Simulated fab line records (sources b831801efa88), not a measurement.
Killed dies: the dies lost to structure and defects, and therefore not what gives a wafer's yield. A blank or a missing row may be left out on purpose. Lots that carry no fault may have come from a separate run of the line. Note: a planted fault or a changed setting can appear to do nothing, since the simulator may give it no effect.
fab line records	flow sky130
record: lots: 10	wafers: 30	last_day: 50
route steps=708 shown CONTACT@407 METAL1@436 PAD_OPEN@708
lots with no fault: from the same line, run without faults
start_h: start of the lot's first displayed wafer, in hours after the record's first day	wait_h: hours since the lot's step before	" unchanged from the row above	L1.1+2: a row that stands for several wafers	- no value, or no start was given	* or withheld: withheld	< > ~ a bound
route shown NAME@n: names a module that has steps shown in the file, with the first one's number in the route	usual: mean/standard deviation taken from wafers without a fault	same: alike in all rows	chamber/n: place in a boat	sites: the reading at each site	_std_site: standard deviation of those values	_edge_site: outer sites' mean less inner sites'	radius_mm: how far each site lies from the wafer's centre	mask NAME#n: copy n	behind: the tool/chamber that last shaped the wafer	hold: reason for holding the lot/hours on hold/outcome of the hold	device: whichever transistor did not switch (one of n, p or np)	end of line: the tests these same wafers got at the end of their route	a step without rows: its recipe alone	killed: dies lost to structure and defects at the first sort, not the wafer's yield	map: shows each die of a wafer: x if killed, . if not, _ if none is there
set.NAME: the setting the step ran with; set.NAME@STEP: the setting that earlier step ran with	model.NAME: the simulator's own value behind a step, which no gauge read
the route's steps for a sample of lots (tables are steps, rows are wafers)
services: the hour from which a tool's chamber was out of use, counted from the record's first day as start_h (under 0 if before that day), plus the number of hours and why
== steps ==
step: SKY_CONTACT_THK_MEAS_01
recipe: reads: Si3N4_of_CONTACT_CVD_00
usual: CONTACT_CVD_00_THK: 74.9/1
lot.wafer	tool	chamber	start_h	wait_h	CONTACT_CVD_00_THK[nm]
L438.1	film_metro-04	-	700.28	-	76.1
L438.3	"	-	"	"	75.2
L438.6	"	-	"	"	75.9
L440.2	film_metro-04	-	717.41	-	73.8
L440.4	"	-	"	"	75.7
L440.5	"	-	"	"	75.7
L444.2	film_metro-01	-	750.00	-	74.9
L444.3	"	-	"	"	74.0
L444.4	"	-	"	"	76.0
L447.4	film_metro-02	-	800.75	-	74.8
L447.5	"	-	"	"	75.0
L447.6	"	-	"	"	74.9
L448.1	film_metro-01	-	801.39	-	75.3
L448.2	"	-	"	"	74.8
L448.5	"	-	"	"	75.8
L451.1	film_metro-04	-	824.72	-	74.6
L451.3	"	-	"	"	75.2
L451.5	"	-	"	"	75.5
L452.4	film_metro-01	-	826.12	-	75.5
L452.5	"	-	"	"	75.6
L452.6	"	-	"	"	74.3
L455.1	film_metro-02	-	841.76	-	73.1
L455.3	"	-	"	"	74.3
L455.5	"	-	"	"	75.0
L457.1	film_metro-01	-	865.47	-	75.7
L457.3	"	-	"	"	76.8
L457.6	"	-	"	"	78.0
L460.1	film_metro-01	-	874.22	-	74.3
L460.3	"	-	"	"	72.9
L460.5	"	-	"	"	75.2
step: SKY_CONTACT_SPUTTER_23
recipe: material: TiN	target_thk_nm: 20	chamber_pressure_pa: 5	power_w: 4000	time_s: 80
usual: throttle_valve_pct: 29.3/0.68
lot.wafer	tool	chamber	start_h	wait_h	throttle_valve_pct
L438.1	pvd_sputter-01	-	729.46	0.0	28.4
L438.3	"	-	"	"	30.6
L438.6	"	-	"	"	29.4
L440.2	pvd_sputter-02	-	746.20	0.0	28.8
L440.4	"	-	"	"	29.5
L440.5	"	-	"	"	28.3
L444.2	pvd_sputter-01	-	778.64	0.0	30.9
L444.3	"	-	"	"	28.6
L444.4	"	-	"	"	29.3
L447.4	pvd_sputter-01	-	828.29	0.0	28.8
L447.5	"	-	"	"	28.5
L447.6	"	-	"	"	29.3
L448.1	pvd_sputter-03	-	828.53	0.0	30.0
L448.2	"	-	"	"	28.8
L448.5	"	-	"	"	29.0
L451.1	pvd_sputter-02	-	852.10	0.0	28.8
L451.3	"	-	"	"	27.9
L451.5	"	-	"	"	29.3
L452.4	pvd_sputter-03	-	853.22	0.0	30.0
L452.5	"	-	"	"	28.6
L452.6	"	-	"	"	29.8
L455.1	pvd_sputter-02	-	869.04	0.0	29.0
L455.3	"	-	"	"	28.4
L455.5	"	-	"	"	29.7
L457.1	pvd_sputter-03	-	892.00	0.0	30.1
L457.3	"	-	"	"	29.5
L457.6	"	-	"	"	28.8
L460.1	pvd_sputter-03	-	901.10	0.0	29.6
L460.3	"	-	"	"	30.5
L460.5	"	-	"	"	29.9
step: SKY_METAL1_SPUTTER_02
recipe: material: AlCu	target_thk_nm: 250	power_w: 10600	time_s: 13.3	chamber_pressure_pa: 0.4
usual: throttle_valve_pct: 29.5/0.93
lot.wafer	tool	chamber	start_h	wait_h	throttle_valve_pct
L438.1	pvd_sputter-01	-	730.16	0.0	28.6
L438.3	"	-	"	"	29.2
L438.6	"	-	"	"	29.5
L440.2	pvd_sputter-04	-	746.90	0.0	31.3
L440.4	"	-	"	"	29.9
L440.5	"	-	"	"	29.6
L444.2	pvd_sputter-02	-	779.34	0.0	28.2
L444.3	"	-	"	"	29.8
L444.4	"	-	"	"	28.9
L447.4	pvd_sputter-04	-	828.98	0.0	29.7
L447.5	"	-	"	"	27.9
L447.6	"	-	"	"	29.8
L448.1	pvd_sputter-02	-	829.23	0.0	28.9
L448.2	"	-	"	"	28.3
L448.5	"	-	"	"	30.0
L451.1	pvd_sputter-04	-	852.80	0.0	31.8
L451.3	"	-	"	"	29.9
L451.5	"	-	"	"	28.4
L452.4	pvd_sputter-01	-	853.92	0.0	29.7
L452.5	"	-	"	"	30.6
L452.6	"	-	"	"	29.0
L455.1	pvd_sputter-04	-	869.73	0.0	29.8
L455.3	"	-	"	"	29.7
L455.5	"	-	"	"	29.8
L457.1	pvd_sputter-01	-	892.70	0.0	30.8
L457.3	"	-	"	"	29.3
L457.6	"	-	"	"	30.8
L460.1	pvd_sputter-01	-	901.80	0.0	28.7
L460.3	"	-	"	"	30.8
L460.5	"	-	"	"	28.5
step: SKY_METAL1_SPUTTER_04
recipe: material: TiN	target_thk_nm: 70	power_w: 6500	time_s: 58.3	chamber_pressure_pa: 0.4
usual: throttle_valve_pct: 29.5/0.92
lot.wafer	tool	chamber	start_h	wait_h	throttle_valve_pct
L438.1	pvd_sputter-01	-	730.20	0.0	28.5
L438.3	"	-	"	"	29.3
L438.6	"	-	"	"	29.6
L440.2	pvd_sputter-04	-	746.94	0.0	31.3
L440.4	"	-	"	"	30.0
L440.5	"	-	"	"	29.9
L444.2	pvd_sputter-02	-	779.38	0.0	28.2
L444.3	"	-	"	"	29.8
L444.4	"	-	"	"	29.0
L447.4	pvd_sputter-04	-	829.03	0.0	30.0
L447.5	"	-	"	"	28.4
L447.6	"	-	"	"	29.7
L448.1	pvd_sputter-02	-	829.27	0.0	29.0
L448.2	"	-	"	"	28.2
L448.5	"	-	"	"	30.0
L451.1	pvd_sputter-04	-	852.84	0.0	31.3
L451.3	"	-	"	"	29.4
L451.5	"	-	"	"	28.5
L452.4	pvd_sputter-01	-	853.96	0.0	29.6
L452.5	"	-	"	"	30.7
L452.6	"	-	"	"	29.1
L455.1	pvd_sputter-04	-	869.78	0.0	29.9
L455.3	"	-	"	"	30.1
L455.5	"	-	"	"	29.9
L457.1	pvd_sputter-01	-	892.74	0.0	30.9
L457.3	"	-	"	"	29.7
L457.6	"	-	"	"	30.5
L460.1	pvd_sputter-01	-	901.84	0.0	29.0
L460.3	"	-	"	"	31.0
L460.5	"	-	"	"	28.6
step: SKY_METAL1_RS_MEAS_05
recipe: thk_meas_gauge: four-point-probe	reads: TiN_of_METAL1_SPUTTER_04+Ti_of_METAL1_SPUTTER_03+AlCu_of_METAL1_SPUTTER_02+TiN_of_METAL1_SPUTTER_01+Ti_of_METAL1_SPUTTER_00
usual: METAL1_ALCU_RS: 0.1270/0.0011
lot.wafer	tool	chamber	start_h	wait_h	METAL1_ALCU_RS[ohm/sq]
L438.1	film_metro-02	-	730.25	0.0	0.1233
L438.3	"	-	"	"	0.1257
L438.6	"	-	"	"	0.1256
L440.2	film_metro-01	-	747.01	0.0	0.1267
L440.4	"	-	"	"	0.1271
L440.5	"	-	"	"	0.1277
L444.2	film_metro-01	-	779.45	0.0	0.1271
L444.3	"	-	"	"	0.1273
L444.4	"	-	"	"	0.1284
L447.4	film_metro-01	-	829.14	0.1	0.1260
L447.5	"	-	"	"	0.1259
L447.6	"	-	"	"	0.1257
L448.1	film_metro-02	-	829.32	0.0	0.1268
L448.2	"	-	"	"	0.1496
L448.5	"	-	"	"	0.1277
L451.1	film_metro-03	-	852.89	0.0	0.1282
L451.3	"	-	"	"	0.1273
L451.5	"	-	"	"	0.1282
L452.4	film_metro-02	-	854.07	0.1	0.1279
L452.5	"	-	"	"	0.1269
L452.6	"	-	"	"	0.1280
L455.1	film_metro-01	-	869.83	0.0	0.1273
L455.3	"	-	"	"	0.1277
L455.5	"	-	"	"	0.1265
L457.1	film_metro-01	-	892.79	0.0	0.1262
L457.3	"	-	"	"	0.1272
L457.6	"	-	"	"	0.1258
L460.1	film_metro-03	-	901.89	0.0	0.1272
L460.3	"	-	"	"	0.1263
L460.5	"	-	"	"	0.1267
step: SKY_METAL1_THK_MEAS_06
recipe: thk_meas_gauge: xrf	reads: AlCu_of_METAL1_SPUTTER_02
usual: METAL1_ALCU_THK: 247.5/2.8
lot.wafer	tool	chamber	start_h	wait_h	METAL1_ALCU_THK[nm]
L438.1	film_metro-02	-	730.37	0.1	253.7
L438.3	"	-	"	"	250.4
L438.6	"	-	"	"	252.6
L440.2	film_metro-01	-	747.12	0.1	252.4
L440.4	"	-	"	"	248.8
L440.5	"	-	"	"	248.8
L444.2	film_metro-01	-	779.56	0.1	247.4
L444.3	"	-	"	"	247.9
L444.4	"	-	"	"	245.2
L447.4	film_metro-01	-	829.23	0.1	250.2
L447.5	"	-	"	"	251.7
L447.6	"	-	"	"	250.3
L448.1	film_metro-02	-	829.44	0.1	244.4
L448.2	"	-	"	"	214.5
L448.5	"	-	"	"	243.9
L451.1	film_metro-03	-	853.01	0.1	246.9
L451.3	"	-	"	"	245.0
L451.5	"	-	"	"	245.6
L452.4	film_metro-02	-	854.16	0.1	243.0
L452.5	"	-	"	"	246.1
L452.6	"	-	"	"	243.1
L455.1	film_metro-01	-	869.95	0.1	248.1
L455.3	"	-	"	"	243.9
L455.5	"	-	"	"	248.2
L457.1	film_metro-01	-	892.91	0.1	252.1
L457.3	"	-	"	"	246.5
L457.6	"	-	"	"	250.9
L460.1	film_metro-03	-	902.01	0.1	247.2
L460.3	"	-	"	"	248.5
L460.5	"	-	"	"	248.4
step: SKY_METAL1_METAL_ETCH_19
recipe: target_depth_a: 3600	stop_on: SiO2	over_etch_frac: 0.3	time_s: 78	chemistry: Cl2/BCl3	resist_sidewall_deg: 88	pressure_mtorr: 10	icp_w: 900	bias_w: 48.5	Cl2_flow_sccm: 60	bcl3_flow_sccm: 30
usual: chamber_pressure_mTorr: 10.001/0.0087	drypump_motor_current_A: 5.8/0.5	mfc_cl2_sccm: 59.96/0.18	oes_product_au: 0.854/0.0056	throttle_valve_pct: 22.265/0.0087
lot.wafer	tool	chamber	start_h	wait_h	chamber_pressure_mTorr	drypump_motor_current_A	mfc_cl2_sccm	oes_product_au	rf_hours_counter_h	throttle_valve_pct
L438.1	rie_metal-04	1	757.86	0.0	9.981	6.1	59.96	0.870	6.5	22.263
L438.3	"	1	"	"	9.997	6.1	59.89	0.858	-	22.262
L438.6	"	0	"	"	9.992	5.8	60.01	0.863	-	22.260
L440.2	rie_metal-03	0	774.86	0.0	10.009	6.0	60.10	0.860	3.7	22.273
L440.4	"	1	"	"	9.990	6.3	59.87	0.851	-	22.270
L440.5	"	1	"	"	9.998	6.3	59.59	0.855	-	22.274
L444.2	rie_metal-03	1	805.31	0.0	9.993	6.3	60.16	0.849	6.7	22.251
L444.3	"	0	"	"	10.000	6.0	59.86	0.851	-	22.274
L444.4	"	1	"	"	9.979	6.2	59.87	0.852	-	22.268
L447.4	rie_metal-03	0	855.29	0.1	10.006	6.0	60.02	0.854	-	22.262
L447.5	"	0	"	"	10.001	6.0	60.31	0.856	-	22.266
L447.6	"	1	"	"	10.003	6.3	59.88	0.858	-	22.274
L448.1	rie_metal-04	0	856.41	0.0	9.998	5.8	60.40	0.853	9.3	22.280
L448.2	"	1	"	"	10.001	6.1	59.96	0.810	10.1	22.258
L448.5	"	0	"	"	10.011	5.8	60.50	0.846	-	22.265
L451.1	rie_metal-02	1	878.49	0.1	10.000	5.5	59.92	0.853	3.7	22.249
L451.3	"	1	"	"	10.012	5.5	59.63	0.854	-	22.281
L451.5	"	1	"	"	10.006	5.5	59.81	0.859	-	22.268
L452.4	rie_metal-04	1	879.43	0.1	9.987	6.1	59.80	0.853	-	22.264
L452.5	"	1	"	"	10.012	6.1	59.85	0.853	-	22.270
L452.6	"	0	"	"	9.999	5.8	59.84	0.860	-	22.262
L455.1	rie_metal-04	0	895.76	0.0	9.995	5.8	59.95	0.845	11.0	22.251
L455.3	"	0	"	"	10.006	5.8	59.87	0.849	-	22.269
L455.5	"	0	"	"	10.011	5.8	59.84	0.852	-	22.257
L457.1	rie_metal-03	1	918.50	0.0	10.003	6.3	60.15	0.861	11.9	22.267
L457.3	"	0	"	"	10.002	6.0	59.69	0.852	-	22.270
L457.6	"	0	"	"	9.989	6.0	60.02	0.856	-	22.255
L460.1	rie_metal-03	0	926.96	0.0	9.997	6.0	60.11	0.851	10.4	22.238
L460.3	"	1	"	"	10.016	6.2	59.94	0.865	-	22.280
L460.5	"	1	"	"	9.999	6.3	59.93	0.853	-	22.266
step: SKY_PAD_OPEN_PROBE_99
usual: defect_limited_yield: 82.4/1.8	killed_at_M0_to_M3: 43/7.8	killed_at_M4_up: 3.2/1.7	killed_at_contacts: 24/5.2	killed_at_front_end: 15/4.5	killed_at_other: 0.4/0.65	killed_dies: 87/9.1	killed_open: 47/7.3	killed_short: 40/6.5	sort_bin_3_pad_short: 0.9/0.46	sort_bin_5_function: 10.4/1.5	sort_bin_6_memory: 6.3/1	sort_n_pass: 405/9.1	sort_yield_pct: 82.4/1.8
same: gross_dies: 492	killed_at_back_side: 0	sort_bin_4_leakage[%]: 0	sort_bin_8_speed[%]: 0
lot.wafer	tool	chamber	start_h	wait_h	defect_limited_yield[%]	killed_at_M0_to_M3	killed_at_M4_up	killed_at_contacts	killed_at_front_end	killed_at_other	killed_dies	killed_open	killed_short	sort_bin_3_pad_short[%]	sort_bin_5_function[%]	sort_bin_6_memory[%]	sort_n_pass	sort_yield_pct[%]
L438.1	prober-01	-	1068.47	0.1	82.9	49	5	21	9	0	84	48	35	1.2	9.6	6.3	408	82.9
L438.3	prober-01	-	1068.57	0.2	81.7	35	2	42	11	0	90	54	36	1.2	11.0	6.1	402	81.7
L438.6	prober-01	-	1068.72	0.2	84.6	33	4	22	16	1	76	43	33	0.6	9.8	5.1	416	84.6
L440.2	prober-01	-	1082.43	0.1	79.9	50	3	32	14	0	99	57	42	0.6	12.4	7.1	393	79.9
L440.4	prober-01	-	1082.53	0.2	84.6	35	3	24	13	1	76	38	38	1.0	9.6	4.9	416	84.6
L440.5	prober-01	-	1082.58	0.2	84.3	32	5	23	17	0	77	37	40	0.4	9.6	5.7	415	84.3
L444.2	prober-01	-	1105.22	0.1	82.9	35	3	25	20	1	84	43	41	1.0	8.9	7.1	408	82.9
L444.3	prober-01	-	1105.27	0.2	80.5	41	2	35	16	2	96	43	53	0.6	12.6	6.3	396	80.5
L444.4	prober-01	-	1105.32	0.2	84.3	34	8	29	6	0	77	37	40	1.2	8.3	6.1	415	84.3
L447.4	prober-02	-	1142.32	0.2	81.1	52	2	26	13	0	93	55	38	0.4	13.2	5.3	399	81.1
L447.5	prober-02	-	1142.37	0.2	79.1	52	3	29	18	1	103	56	46	1.0	13.0	6.9	389	79.1
L447.6	prober-02	-	1142.42	0.2	79.9	56	2	24	17	0	99	42	57	1.0	12.2	6.9	393	79.9
L448.1	prober-01	-	1144.03	0.1	82.1	45	3	21	19	0	88	40	48	2.6	9.6	5.7	404	82.1
L448.2	prober-01	-	1144.08	0.1	81.9	50	5	19	15	0	89	43	46	1.0	9.8	7.3	403	81.9
L448.5	prober-01	-	1144.23	0.2	84.6	36	6	16	17	1	76	39	37	0.8	8.9	5.7	416	84.6
L451.1	prober-02	-	1161.92	0.1	82.3	52	4	20	11	0	87	50	37	1.2	10.0	6.5	405	82.3
L451.3	prober-02	-	1162.02	0.2	83.3	44	8	17	13	0	82	39	43	1.8	9.6	5.3	410	83.3
L451.5	prober-02	-	1162.12	0.2	81.3	47	4	30	11	0	92	42	50	1.0	11.6	6.1	400	81.3
L452.4	prober-01	-	1162.44	0.2	78.3	61	0	27	19	0	107	68	39	0.8	11.8	9.1	385	78.3
L452.5	prober-01	-	1162.49	0.2	83.1	37	3	28	14	1	83	45	38	0.8	10.4	5.7	409	83.1
L452.6	prober-01	-	1162.54	0.2	83.7	38	7	23	11	1	80	38	42	0.6	10.6	5.1	412	83.7
L455.1	prober-01	-	1174.38	0.1	81.7	51	2	19	18	0	90	42	47	0.2	12.0	6.1	402	81.7
L455.3	prober-01	-	1174.48	0.2	79.9	44	3	35	17	0	99	51	47	1.0	11.2	7.9	393	79.9
L455.5	prober-01	-	1174.58	0.2	83.9	33	7	27	12	0	79	40	39	0.8	8.1	7.1	413	83.9
L457.1	prober-02	-	1187.29	0.1	85.6	35	2	18	16	0	71	41	30	0.8	7.1	6.5	421	85.6
L457.3	prober-02	-	1187.39	0.2	83.1	50	5	21	7	0	83	48	35	1.4	8.7	6.7	409	83.1
L457.6	prober-02	-	1187.54	0.2	83.1	41	4	25	13	0	83	45	38	1.0	9.3	6.5	409	83.1
L460.1	prober-01	-	1194.16	0.1	79.7	59	2	23	16	0	100	59	41	1.0	11.0	8.3	392	79.7
L460.3	prober-01	-	1194.26	0.2	83.3	48	2	24	8	0	82	49	33	1.4	8.7	6.5	410	83.3
L460.5	prober-01	-	1194.36	0.2	83.3	49	3	14	16	0	82	45	37	0.6	8.1	7.9	410	83.3
killed by level:class
L438.1 VIA1:geometric_particle:open=11 CONTACT:geometric_particle:open=9 VIA2:geometric_particle:open=8 LI_CONTACT:geometric_particle:open=6 VIA2:geometric_particle:short=5 METAL3:geometric_particle:short=5 LOCAL_INTERCONNECT:geometric_particle:short=4 METAL2:geometric_particle:short=4
L438.3 CONTACT:geometric_particle:open=16 LI_CONTACT:geometric_particle:open=13 VIA1:geometric_particle:short=7 CONTACT:geometric_particle:short=6 VIA1:geometric_particle:open=5 METAL2:geometric_particle:short=5 VIA2:geometric_particle:open=5 LOCAL_INTERCONNECT:geometric_particle:short=4
L438.6 VIA1:geometric_particle:open=9 CONTACT:geometric_particle:open=8 FIELD_ISO:geometric_particle:open=7 VIA3:geometric_particle:open=7 LOCAL_INTERCONNECT:geometric_particle:short=7 FIELD_ISO:geometric_particle:short=4 LI_CONTACT:geometric_particle:open=4 CONTACT:geometric_particle:short=3
L440.2 CONTACT:geometric_particle:open=16 METAL2:geometric_particle:short=12 VIA1:geometric_particle:open=10 VIA3:geometric_particle:open=10 FIELD_ISO:geometric_particle:open=6 LI_CONTACT:geometric_particle:open=5 VIA1:geometric_particle:short=4 LI_CONTACT:geometric_particle:short=4
L440.4 CONTACT:geometric_particle:open=9 VIA3:geometric_particle:open=7 METAL1:geometric_particle:short=6 LI_CONTACT:geometric_particle:open=6 CONTACT:geometric_particle:short=6 FIELD_ISO:geometric_particle:open=5 FIELD_ISO:geometric_particle:short=5 METAL2:geometric_particle:short=5
L440.5 CONTACT:geometric_particle:short=8 VIA2:geometric_particle:open=8 FIELD_ISO:geometric_particle:short=6 CONTACT:geometric_particle:open=6 VIA1:geometric_particle:open=6 FIELD_ISO:geometric_particle:open=5 METAL1:geometric_particle:short=5 VIA1:geometric_particle:short=5
L444.2 CONTACT:geometric_particle:open=9 LI_CONTACT:geometric_particle:open=7 VIA1:geometric_particle:open=6 FIELD_ISO:geometric_particle:short=5 VIA1:geometric_particle:short=5 VIA2:geometric_particle:short=5 SPACER:geometric_particle:short=4 CONTACT:geometric_particle:short=4
L444.3 CONTACT:geometric_particle:open=10 LOCAL_INTERCONNECT:geometric_particle:short=10 CONTACT:geometric_particle:short=6 LI_CONTACT:geometric_particle:open=6 VIA3:geometric_particle:open=6 POLY_GATE:geometric_particle:short=5 VIA1:geometric_particle:open=5 METAL2:geometric_particle:short=5
L444.4 CONTACT:geometric_particle:open=9 LOCAL_INTERCONNECT:geometric_particle:short=8 LI_CONTACT:geometric_particle:open=7 VIA3:geometric_particle:short=6 VIA1:geometric_particle:short=6 VIA1:geometric_particle:open=5 VIA3:geometric_particle:open=5 CONTACT:geometric_particle:short=4
L447.4 VIA1:geometric_particle:open=11 VIA3:geometric_particle:open=11 VIA2:geometric_particle:open=7 CONTACT:geometric_particle:short=6 LOCAL_INTERCONNECT:geometric_particle:short=6 CONTACT:geometric_particle:open=6 METAL2:geometric_particle:short=5 LI_CONTACT:geometric_particle:open=5
L447.5 VIA1:geometric_particle:open=11 LI_CONTACT:geometric_particle:open=9 VIA2:geometric_particle:open=9 CONTACT:geometric_particle:open=8 VIA1:geometric_particle:short=7 VIA3:geometric_particle:open=7 CONTACT:geometric_particle:short=6 POLY_GATE:geometric_particle:open=5
L447.6 VIA1:geometric_particle:open=15 METAL2:geometric_particle:short=10 LI_CONTACT:geometric_particle:short=7 METAL1:geometric_particle:short=7 VIA3:geometric_particle:open=6 LOCAL_INTERCONNECT:geometric_particle:short=5 CONTACT:geometric_particle:short=5 VIA2:geometric_particle:open=5
L448.1 VIA3:geometric_particle:open=10 VIA1:geometric_particle:open=9 CONTACT:geometric_particle:open=9 METAL1:geometric_particle:short=9 CONTACT:geometric_particle:short=7 FIELD_ISO:geometric_particle:short=6 POLY_GATE:geometric_particle:short=6 VIA1:geometric_particle:short=4
L448.2 VIA1:geometric_particle:open=13 METAL2:geometric_particle:short=7 LI_CONTACT:geometric_particle:open=6 CONTACT:geometric_particle:open=6 METAL1:geometric_particle:short=6 VIA3:geometric_particle:short=6 VIA3:geometric_particle:open=6 FIELD_ISO:geometric_particle:open=4
L448.5 CONTACT:geometric_particle:open=8 POLY_GATE:geometric_particle:short=6 VIA1:geometric_particle:open=6 VIA3:geometric_particle:open=6 FIELD_ISO:geometric_particle:open=5 VIA2:geometric_particle:short=5 VIA2:geometric_particle:open=5 METAL4:geometric_particle:short=5
L451.1 LI_CONTACT:geometric_particle:open=11 VIA1:geometric_particle:open=9 VIA1:geometric_particle:short=8 VIA2:geometric_particle:open=7 METAL2:geometric_particle:open=6 METAL1:geometric_particle:short=5 METAL3:geometric_particle:short=5 CONTACT:geometric_particle:open=4
L451.3 VIA3:geometric_particle:open=10 VIA1:geometric_particle:short=7 VIA2:geometric_particle:open=6 LOCAL_INTERCONNECT:geometric_particle:short=6 VIA1:geometric_particle:open=6 METAL4:geometric_particle:short=6 FIELD_ISO:geometric_particle:short=5 CONTACT:geometric_particle:open=5
L451.5 CONTACT:geometric_particle:short=10 VIA1:geometric_particle:short=8 LI_CONTACT:geometric_particle:open=7 VIA2:geometric_particle:open=7 VIA3:geometric_particle:open=7 LOCAL_INTERCONNECT:geometric_particle:short=6 VIA1:geometric_particle:open=6 METAL1:geometric_particle:short=5
L452.4 VIA1:geometric_particle:open=13 CONTACT:geometric_particle:open=11 VIA2:geometric_particle:open=11 VIA3:geometric_particle:open=9 METAL1:geometric_particle:short=8 VIA1:geometric_particle:short=7 FIELD_ISO:geometric_particle:open=6 POLY_GATE:geometric_particle:short=5
L452.5 CONTACT:geometric_particle:open=11 VIA3:geometric_particle:open=8 VIA1:geometric_particle:open=6 METAL1:geometric_particle:short=5 FIELD_ISO:geometric_particle:short=4 LI_CONTACT:geometric_particle:open=4 LOCAL_INTERCONNECT:geometric_particle:short=4 VIA3:geometric_particle:short=4
L452.6 CONTACT:geometric_particle:open=9 CONTACT:geometric_particle:short=8 VIA1:geometric_particle:open=7 VIA3:geometric_particle:open=7 METAL1:geometric_particle:short=5 METAL4:geometric_particle:short=5 VIA1:geometric_particle:short=4 VIA2:geometric_particle:open=4
L455.1 VIA1:geometric_particle:open=14 CONTACT:geometric_particle:short=7 POLY_GATE:geometric_particle:open=7 VIA1:geometric_particle:short=7 LI_CONTACT:geometric_particle:open=6 VIA2:geometric_particle:open=6 METAL2:geometric_particle:short=6 POLY_GATE:geometric_particle:short=4
L455.3 LI_CONTACT:geometric_particle:open=14 VIA1:geometric_particle:open=11 CONTACT:geometric_particle:short=7 CONTACT:geometric_particle:open=7 METAL2:geometric_particle:short=6 POLY_GATE:geometric_particle:short=5 METAL1:geometric_particle:short=5 VIA2:geometric_particle:short=4
L455.5 LI_CONTACT:geometric_particle:open=8 VIA1:geometric_particle:open=8 CONTACT:geometric_particle:open=7 METAL4:geometric_particle:short=6 CONTACT:geometric_particle:short=6 METAL1:geometric_particle:short=5 METAL2:geometric_particle:short=5 VIA2:geometric_particle:open=5
L457.1 METAL2:geometric_particle:short=8 CONTACT:geometric_particle:open=7 VIA1:geometric_particle:open=7 LI_CONTACT:geometric_particle:open=6 POLY_GATE:geometric_particle:open=5 METAL1:geometric_particle:short=5 FIELD_ISO:geometric_particle:short=4 FIELD_ISO:geometric_particle:open=4
L457.3 VIA1:geometric_particle:open=11 VIA2:geometric_particle:open=9 VIA3:geometric_particle:open=7 CONTACT:geometric_particle:open=7 LI_CONTACT:geometric_particle:open=5 METAL1:geometric_particle:short=5 METAL2:geometric_particle:short=5 METAL3:geometric_particle:short=4
L457.6 METAL1:geometric_particle:short=11 VIA1:geometric_particle:open=11 CONTACT:geometric_particle:open=8 VIA2:geometric_particle:open=5 LI_CONTACT:geometric_particle:open=5 LOCAL_INTERCONNECT:geometric_particle:short=4 LOCAL_INTERCONNECT:geometric_particle:open=4 VIA3:geometric_particle:open=4
L460.1 VIA1:geometric_particle:open=13 METAL1:geometric_particle:short=11 VIA2:geometric_particle:open=9 LI_CONTACT:geometric_particle:open=8 CONTACT:geometric_particle:open=6 CONTACT:geometric_particle:short=5 VIA1:geometric_particle:short=5 METAL3:geometric_particle:short=5
L460.3 VIA1:geometric_particle:open=12 LI_CONTACT:geometric_particle:open=10 VIA2:geometric_particle:open=8 CONTACT:geometric_particle:open=6 VIA3:geometric_particle:open=6 METAL1:geometric_particle:short=5 POLY_GATE:geometric_particle:short=4 CONTACT:geometric_particle:short=4
L460.5 VIA2:geometric_particle:open=13 METAL1:geometric_particle:short=8 VIA3:geometric_particle:open=6 FIELD_ISO:geometric_particle:open=5 VIA1:geometric_particle:short=5 FIELD_ISO:geometric_particle:short=4 CONTACT:geometric_particle:open=4 VIA1:geometric_particle:open=4
== services ==
tool	chamber	start_h	hours	kind
pvd_sputter-02	-	728.73	6.8	repair
pvd_sputter-02	-	734.99	3.5	repair
rie_metal-02	1	741.09	-	clean
rie_metal-02	1	741.09	22.4	scheduled_down
rie_metal-02	1	741.09	22.4	vent_cycle
pvd_sputter-01	-	741.10	16.8	repair
rie_metal-02	-	749.01	2.8	pm
rie_metal-04	-	773.97	2.8	pm
pvd_sputter-04	-	789.37	1.3	repair
rie_metal-04	-	791.40	1.5	repair
pvd_sputter-02	-	815.49	1.7	repair
pvd_sputter-03	-	841.88	4.9	repair
rie_metal-02	-	848.78	4.3	pm
pvd_sputter-01	-	867.85	1.5	repair
rie_metal-02	0	875.06	5.7	repair
pvd_sputter-01	-	883.75	1.2	repair
pvd_sputter-04	-	907.88	53.0	repair
pvd_sputter-02	-	920.56	5.9	repair
== key ==
first_sign: step: SKY_METAL1_RS_MEAS_05	reading: METAL1_ALCU_RS	direction: up	sigmas: 21	usual: 0.1270	struck: 0.1496
effect: step: SKY_METAL1_THK_MEAS_06	reading: METAL1_ALCU_THK	direction: down	sigmas: 12	usual: 247.5	struck: 214.5
effect: step: SKY_METAL1_METAL_ETCH_19	reading: oes_product_au	direction: down	sigmas: 7.9	usual: 0.854	struck: 0.810
met_at SKY_METAL1_SPUTTER_02
struck_lots L448
struck_wafers L448.2
not_acting_at SKY_CONTACT_THK_MEAS_01,SKY_CONTACT_SPUTTER_23,SKY_METAL1_SPUTTER_04
onset_between 779.34 829.23
fault: kind: site_profile_drift	tool: pvd_sputter-02	chamber: -	onset_h: 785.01	steps: SKY_METAL1_SPUTTER_02	basis: fraction	max_abs_drift: 0.26588	slope_share_per_hr: 59.084	site_pattern: 0,0,0,0,0,-1,-1,-1,-1	scope: struck_wafers_only
